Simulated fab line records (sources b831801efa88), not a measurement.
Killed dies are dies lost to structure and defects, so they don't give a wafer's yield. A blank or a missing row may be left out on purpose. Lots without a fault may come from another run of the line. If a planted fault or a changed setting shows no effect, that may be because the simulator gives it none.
Comparing a struck lot with a sound one || flow sfqLine || 24 out of 325 route steps
Sound: wafers L870.2, L870.3, L870.5. Struck: wafers L873.1, L873.4, L873.5. The cause comes at the end.
Per side, at each step with rows, come the tool, then ch with its chambers, and then its first start. Under that, the readings that differ: sound wafers || struck wafers || difference of the means || sigmas: that difference in standard deviations of wafers without a fault.
alike: a reading whose means differ by less than 2 such deviations, as well as words and numbers matching on both sides. not compared: withheld readings; readings where some wafer has no value; bounds like >300 that might hide an equal value; numbers whose values overlap and for which the record gives no deviation.
Wherever a step has rows on one side only, a row that says differs or no value, or a row with sigmas, the two part there. Numbers that don't overlap but have no deviation are shown without sigmas and don't part them. A reading that every wafer of one side lacks parts them only if that side has two wafers or more.

first, 6 steps without rows for these wafers: SFQ_TRILAYER_I6_VIA_LITHO_COAT_174 (resist thk 62 nm); SFQ_TRILAYER_I6_VIA_LITHO_COAT_169 (resist thk 650 nm); SFQ_TRILAYER_I6_VIA_LITHO_SOFTBAKE_173; SFQ_TRILAYER_I6_VIA_LITHO_EXPOSE_170 (exposes mask I6, target cd 700 nm); SFQ_TRILAYER_I6_VIA_LITHO_PEB_172 (peb time 60 s); SFQ_TRILAYER_I6_VIA_LITHO_DEVELOP_171 (time 60 s).
SFQ_I6_OVL_MEAS_942:
  sound on overlay-01 at day 73 00:02; struck on overlay-02 at day 73 20:56
{"reading": "I6_OVL (nm)", "sound": "-10 -7 -11", "struck": "9 10 3", "difference": "+17", "sigmas": "+3"}
SFQ_TRILAYER_I6_VIA_BARC_OPEN_VIA_ETCH_235: etches BARC in O2, target depth 125 nm, time 41.7 s.
  sound on rieDiel-04 ch 0,2, day 73 00:04; struck on rieDiel-04 ch 1,3, day 73 20:58
  alike: drypumpMotorCurrentA, oesProductAu
  not compared: rfHoursCounterH
SFQ_TRILAYER_I6_VIA_ETCH_VIA_ETCH_172: etches SiO2 in CHF3, stops on Nb, target depth 260 nm.
  sound on rieDiel-04 ch 0,2, day 73 00:07; struck on rieDiel-04 ch 1,3, day 73 21:01
  alike: drypumpMotorCurrentA, oesProductAu
SFQ_TRILAYER_I6_VIA_STRIP_STRIP_173: strips in O2.
  sound on rieMetal-04 ch 0,1, day 73 00:14; struck on rieMetal-01 ch 0,1, day 73 21:07
  alike: drypumpMotorCurrentA, oesProductAu
  not compared: rfHoursCounterH
then, 2 steps without rows for these wafers: SFQ_TRILAYER_I6_VIA_STRIP_SOLV_CLEAN_174 (cleans in NMP, time 600 s); SFQ_TRILAYER_M7_DEP_PRE_CLEAN_176 (time 22.5 s).
SFQ_TRILAYER_M7_DEP_SPUTTER_175: material Nb, target thk 200 nm, time 133.3 s.
  sound on pvdSputter-05 at day 73 01:02; struck on pvdSputter-03 at day 73 22:11
  alike: substrateTempC, throttleValvePct
SFQ_M7_RS_MEAS_943: measures by four-point-probe.
  sound on filmMetro-01 at day 73 01:08; struck on filmMetro-02 at day 73 22:17
{"reading": "M7_NB_RS (ohm/sq)", "sound": "0.882 0.886 0.885", "struck": "0.441 0.445 0.444", "difference": -0.441, "sigmas": -60}
then, 6 steps without rows for these wafers: SFQ_TRILAYER_M7_LITHO_COAT_182 (resist thk 62 nm); SFQ_TRILAYER_M7_LITHO_COAT_177 (resist thk 600 nm); SFQ_TRILAYER_M7_LITHO_SOFTBAKE_181; SFQ_TRILAYER_M7_LITHO_EXPOSE_178 (exposes mask M7, target cd 500 nm); SFQ_TRILAYER_M7_LITHO_PEB_180 (peb time 60 s); SFQ_TRILAYER_M7_LITHO_DEVELOP_179 (time 60 s).
SFQ_M7_OVL_MEAS_945:
  sound on overlay-02 at day 73 03:34; struck on overlay-02 at day 74 05:20
  alike: M7_OVL
SFQ_TRILAYER_M7_BARC_OPEN_METAL_ETCH_229: etches BARC in O2, target depth 125 nm, time 41.7 s.
  sound on rieMetal-02 ch 0,1, day 73 03:35; struck on rieMetal-03 ch 0, day 74 05:22
  alike: drypumpMotorCurrentA, oesProductAu
  not compared: rfHoursCounterH
SFQ_TRILAYER_M7_ETCH_METAL_ETCH_180: etches Nb in Cl2/Ar, stops on SiO2, target depth 240 nm, time 120 s.
  sound on rieMetal-02 ch 0,1, day 73 03:39; struck on rieMetal-03 ch 0, day 74 05:26
{"reading": "oesProductAu (a.u.)", "sound": "0.895 0.898 0.890", "struck": "0.999 1.000 0.997", "difference": "+0.104", "sigmas": "+16"}
{"reading": "model.etch.depthNm (nm)", "sound": "202.2 200.5 200.8", "struck": "241.3 237.2 239.5", "difference": "+38.2", "sigmas": ""}
{"reading": "model.M7.featureDepthNm (nm)", "sound": "202.2 200.5 200.8", "struck": "241.3 237.2 239.5", "difference": "+38.2", "sigmas": ""}
  alike: drypumpMotorCurrentA
  not compared: rfHoursCounterH
SFQ_TRILAYER_M7_STRIP_STRIP_181: strips in O2.
  sound on rieMetal-02 ch 0,1, day 73 03:46; struck on rieMetal-03 ch 0, day 74 05:34
  alike: drypumpMotorCurrentA, oesProductAu
  not compared: rfHoursCounterH

== WHERE THEY PART ==
First at SFQ_I6_OVL_MEAS_942; last, within this record, at SFQ_TRILAYER_M7_ETCH_METAL_ETCH_180. Later steps at which nothing parts them and some readings are alike: SFQ_TRILAYER_M7_STRIP_STRIP_181.

WHY: whatever the simulator had introduced
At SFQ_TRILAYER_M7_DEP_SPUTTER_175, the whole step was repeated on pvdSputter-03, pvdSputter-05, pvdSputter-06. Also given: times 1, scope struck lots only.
